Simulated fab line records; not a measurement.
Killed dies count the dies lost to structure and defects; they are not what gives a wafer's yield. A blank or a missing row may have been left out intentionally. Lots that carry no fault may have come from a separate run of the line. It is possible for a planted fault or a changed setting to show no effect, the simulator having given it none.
A lot that was struck, set against a sound lot    flow sky130    43 steps out of a route of 708
Sound: these wafers, L339.1, L339.3, L339.6. The struck wafers were L337.2, L337.3, L337.4. Last of all comes the cause.
Order at every step that has rows: each side's tool, ch and its chambers, its first start. Under that, the readings that differ: sound wafers    struck wafers    difference of the means    sigmas: that difference in standard deviations of wafers without a fault.
alike: same words and numbers on both sides, and readings whose means sit less than 2 such deviations apart. not compared: any withheld reading, any reading some wafer has no value for, any bound like >300 that may hide the same value, and any number with overlapping values for which the record gives no deviation.
A row with sigmas, a row that says differs or no value, or rows on one side alone: a step with any of these is where the two part. Non-overlapping numbers with no deviation appear without sigmas and do not part them. A reading missing from all wafers of one side parts the sides only when that side holds two or more wafers.

first, 5 steps without rows for these wafers: SKY_POLY_GATE_COAT_08 (resist thk 450 nm); SKY_POLY_GATE_SOFTBAKE_09 (time 90 s); SKY_POLY_GATE_EXPOSE_10 (exposes mask P1M, target cd 150 nm); SKY_POLY_GATE_PEB_11; SKY_POLY_GATE_DEVELOP_12 (develop time 60 s).
SKY_POLY_GATE_CD_MEAS_13: target cd 150 nm.
  struck on cd_sem-01, day 22 04:05; sound on cd_sem-01, day 23 02:17
  alike: cd_nm
SKY_POLY_GATE_OVL_MEAS_14:
  struck on overlay-01, day 22 04:12; sound on overlay-02, day 23 02:24
  alike: POLY_GATE_OVL
SKY_POLY_GATE_ETCH_15: etches BARC in N2/H2, stops on SiO2, time 118.5 s, target depth 110 nm.
  sound on rie_diel-02 ch 0,3, day 23 02:26; struck on rie_diel-01 ch 1,2,3, day 22 04:14
  alike: drypump_motor_current_A, oes_product_au, throttle_valve_pct
  not compared: rf_hours_counter_h
SKY_POLY_GATE_ETCH_16: etches Si3N4 in CH3F/O2, stops on poly-Si, time 147.5 s, target depth 75 nm.
  sound on rie_diel-02 ch 0,3, day 23 02:31; struck on rie_diel-01 ch 1,2,3, day 22 04:19
  alike: ch3f_flow_sccm, drypump_motor_current_A, oes_product_au, throttle_valve_pct
  not compared: rf_hours_counter_h
SKY_POLY_GATE_ETCH_17: etches poly-Si in HBr/Cl2, stops on SiO2, target depth 180 nm, time 70.5 s.
  sound on rie_si-02 ch 2,3, day 23 02:37; struck on rie_si-01 ch 0,2,3, day 22 04:25
  alike: drypump_motor_current_A, he_backside_leak_sccm, oes_product_au, throttle_valve_pct
  not compared: rf_hours_counter_h
SKY_POLY_GATE_STRIP_18: strips in O2/N2.
  sound on plasma_asher-02 ch 0,1, day 23 02:40; struck on plasma_asher-01 ch 0,1, day 22 04:28
  alike: drypump_motor_current_A, oes_product_au, strip_time_to_endpoint_s
  not compared: rf_hours_counter_h
then, 1 step without rows for these wafers: SKY_POLY_GATE_CLEAN_19 (cleans in SC1/SC2, time 150 s).
SKY_POLY_GATE_OXIDATION_20: stabilise 600 s, purge 300 s, target thk 4 nm.
  sound on furnace-02 ch 0, day 23 03:16; struck on furnace-01 ch 0, day 22 04:37
reading                    sound           struck          difference  sigmas
zone_power_centre_pct (%)  20.5 20.8 21.4  17.4 17.2 17.0  -3.7        -2
  alike: spike_tc_centre_C, zone_power_upper_pct
SKY_POLY_GATE_THK_MEAS_21:
  struck on film_metro-01, day 22 05:52; sound on film_metro-02, day 23 04:31
  alike: POLY_GATE_OXIDATION_THK
SKY_POLY_GATE_CD_MEAS_22:
  struck on cd_sem-01, day 22 05:57; sound on cd_sem-02, day 23 04:35
  alike: cd_nm
then, 7 steps without rows for these wafers: SKY_LDD_N_DEHYDRATE_00 (time 60 s); SKY_LDD_N_HMDS_01 (prime time 60 s); SKY_LDD_N_COAT_02 (resist thk 300 nm); SKY_LDD_N_SOFTBAKE_03 (time 60 s); SKY_LDD_N_EXPOSE_04 (exposes mask NTM, target cd 840 nm); SKY_LDD_N_PEB_05; SKY_LDD_N_DEVELOP_06 (develop time 60 s).
SKY_LDD_N_OVL_MEAS_07:
  struck on overlay-01, day 23 12:08; sound on overlay-01, day 24 10:18
  alike: LDD_N_OVL
then, 8 steps without rows for these wafers: SKY_LDD_N_IMPLANT_08; SKY_LDD_N_IMPLANT_09; SKY_LDD_N_IMPLANT_10; SKY_LDD_N_IMPLANT_11; SKY_LDD_N_IMPLANT_12; SKY_LDD_N_IMPLANT_13; SKY_LDD_N_IMPLANT_14; SKY_LDD_N_IMPLANT_15.
SKY_LDD_N_STRIP_16: strips in O2/N2.
  sound on plasma_asher-03 ch 0,1, day 24 11:32; struck on plasma_asher-02 ch 0,1, day 23 13:22
  alike: drypump_motor_current_A, oes_product_au, strip_time_to_endpoint_s
  not compared: rf_hours_counter_h
SKY_LDD_N_TW_MEAS_17:
  struck on film_metro-01, day 23 13:29; sound on film_metro-04, day 24 11:38
reading   sound           struck          difference  sigmas
LDD_N_TW  2554 2548 2549  2602 2603 2611  +55         +3
then, 7 steps without rows for these wafers: SKY_LDD_P_DEHYDRATE_00 (time 60 s); SKY_LDD_P_HMDS_01 (prime time 60.99 s); SKY_LDD_P_COAT_02 (resist thk 1140 nm); SKY_LDD_P_SOFTBAKE_03 (time 60 s); SKY_LDD_P_EXPOSE_04 (exposes mask PSDM, target cd 380 nm); SKY_LDD_P_PEB_05; SKY_LDD_P_DEVELOP_06 (develop time 60 s).
SKY_LDD_P_CD_MEAS_07: target cd 380 nm.
  struck on cd_sem-02, day 24 18:35; sound on cd_sem-01, day 25 17:04
  alike: cd_nm
SKY_LDD_P_OVL_MEAS_08:
  struck on overlay-01, day 24 18:41; sound on overlay-01, day 25 17:11
  alike: LDD_P_OVL
-- the record jumps here: 25 days lie between the struck wafers' starts before and after (it left off in module LDD_P and takes up again in module PAD_OPEN, whose first step shown is number 708 of the route) --
SKY_PAD_OPEN_PROBE_99:
  the record has rows for the struck wafers here (prober-01, day 49 13:05) and none for the sound ones

== WHERE THEY PART ==
At SKY_POLY_GATE_OXIDATION_20 first; at SKY_PAD_OPEN_PROBE_99 last (within this record only).

WHY: the cause the simulator had injected
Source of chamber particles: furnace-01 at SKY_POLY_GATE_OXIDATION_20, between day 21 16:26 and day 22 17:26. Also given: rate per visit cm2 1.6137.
